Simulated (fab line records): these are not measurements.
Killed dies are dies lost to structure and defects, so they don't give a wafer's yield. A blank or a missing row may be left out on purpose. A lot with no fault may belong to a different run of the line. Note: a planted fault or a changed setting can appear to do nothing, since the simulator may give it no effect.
The same fault as seen by 2 desks / flow sky130 / every desk sees just its own numbers, and what lay behind them comes last

## TOOL OWNER'S DESK, lpcvd-02
The tool's own readings at SKY_SPACER_CVD_00 (deposits Si3N4 from DCS/NH3, target thk 43.1 nm, time 740 s): means of the sampled wafers that have a number, for each lot that ran on this tool. The brackets show how far a lot's mean lies from the usual mean; more than 4 standard deviations puts the lot out of limits, marked OUT.
Columns: A = spike_tc_lower_C at SKY_SPACER_CVD_00, usual 771.1 C; B = spike_tc_top_C at SKY_SPACER_CVD_00, usual 785 C; C = spike_tc_upper_C at SKY_SPACER_CVD_00, usual 769.6 C; D = susceptor_temp_C at SKY_SPACER_CVD_00, usual 770.0 C
lot=L961; first seen here=day 23 03:01; A=770.6; B=781; C=769.0; D=770.3
lot=L962; first seen here=day 23 08:19; A=769.6; B=789; C=770.2; D=770.4
lot=L963; first seen here=day 23 16:28; A=771.9; B=782; C=769.1; D=770.0
lot=L964; first seen here=day 24 01:23; A=771.5; B=789; C=770.2; D=770.1
lot=L969; first seen here=day 26 01:19; A=771.9; B=782; C=769.7; D=769.9
lot=L972; first seen here=day 27 03:40; A=767.3; B=778; C=764.5 (-4.6) OUT; D=765.9 (-12) OUT
lot=L973; first seen here=day 27 05:18; A=766.9; B=778; C=765.4; D=765.6 (-13) OUT
lot=L974; first seen here=day 27 10:32; A=766.9; B=777; C=765.3; D=765.6 (-13) OUT
lot=L982; first seen here=day 30 05:29; A=772.3; B=782; C=768.8; D=769.9
lot=L983; first seen here=day 30 11:28; A=771.5; B=783; C=768.4; D=769.6
lot=L984; first seen here=day 30 15:59; A=770.8; B=790; C=770.4; D=770.3
Finding of this desk: L972, L973, L974 out of limits; the first was L972 at day 27 03:40, on spike_tc_upper_C at SKY_SPACER_CVD_00. L961, L962, L963, L964, L969, L982, L983, L984: within limits.

## FROM THE METROLOGY DESK
What the gauges read for every lot (on any tool): the sampled wafers with a number, averaged. The brackets show how far a lot's mean lies from the usual mean; more than 4 standard deviations puts the lot out of limits, marked OUT.
Columns: A = SONOS_TUNNEL_OVL at SKY_SONOS_TUNNEL_OVL_MEAS_08, usual -1.3 nm; B = LDD_HVN_TW at SKY_LDD_HVN_TW_MEAS_10, usual 1428; C = SPACER_CVD_00_THK at SKY_SPACER_THK_MEAS_01, usual 42.9 nm
lot=L961; first seen here=day 11 11:38; A=-1.8; B=1422; C=42.3
lot=L962; first seen here=day 11 17:08; A=-1.8; B=1424; C=42.4
lot=L963; first seen here=day 11 23:11; A=1.5; B=1422; C=42.6
lot=L964; first seen here=day 12 09:32; A=1.7; B=1436; C=42.5
lot=L969; first seen here=day 13 21:31; A=1.0; B=1421; C=43.0
lot=L972; first seen here=day 14 22:29; A=-1.2; B=1427; C=39.8 (-7.3) OUT
lot=L973; first seen here=day 15 04:32; A=0.1; B=1439; C=39.4 (-8.2) OUT
lot=L974; first seen here=day 15 10:04; A=-3.1; B=1436; C=39.8 (-7.1) OUT
lot=L982; first seen here=day 18 11:05; A=-4.6; B=1427; C=43.1
lot=L983; first seen here=day 18 16:10; A=-0.9; B=1426; C=43.5
lot=L984; first seen here=day 18 20:56; A=0.4; B=1415; C=43.2
This desk's finding: out of limits on L972, L973, L974; first on L972, day 27 04:52 (SPACER_CVD_00_THK at SKY_SPACER_THK_MEAS_01). L961, L962, L963, L964, L969, L982, L983, L984: within limits.

## BROUGHT TOGETHER
At day 27 03:40, on L972, L973, L974, the tool owner's desk was in a position to raise an alarm.
At day 27 04:52 the metrology desk could have sounded an alarm, on L972, L973, L974.
On lpcvd-02, each named lot ran SKY_SPACER_CVD_00.

## WHAT HAD BEEN PUT IN BY THE SIMULATOR
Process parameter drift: lpcvd-02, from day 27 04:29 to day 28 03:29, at SKY_SPACER_CVD_00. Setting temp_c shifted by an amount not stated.
Lots struck among those shown: L972, L973, L974.
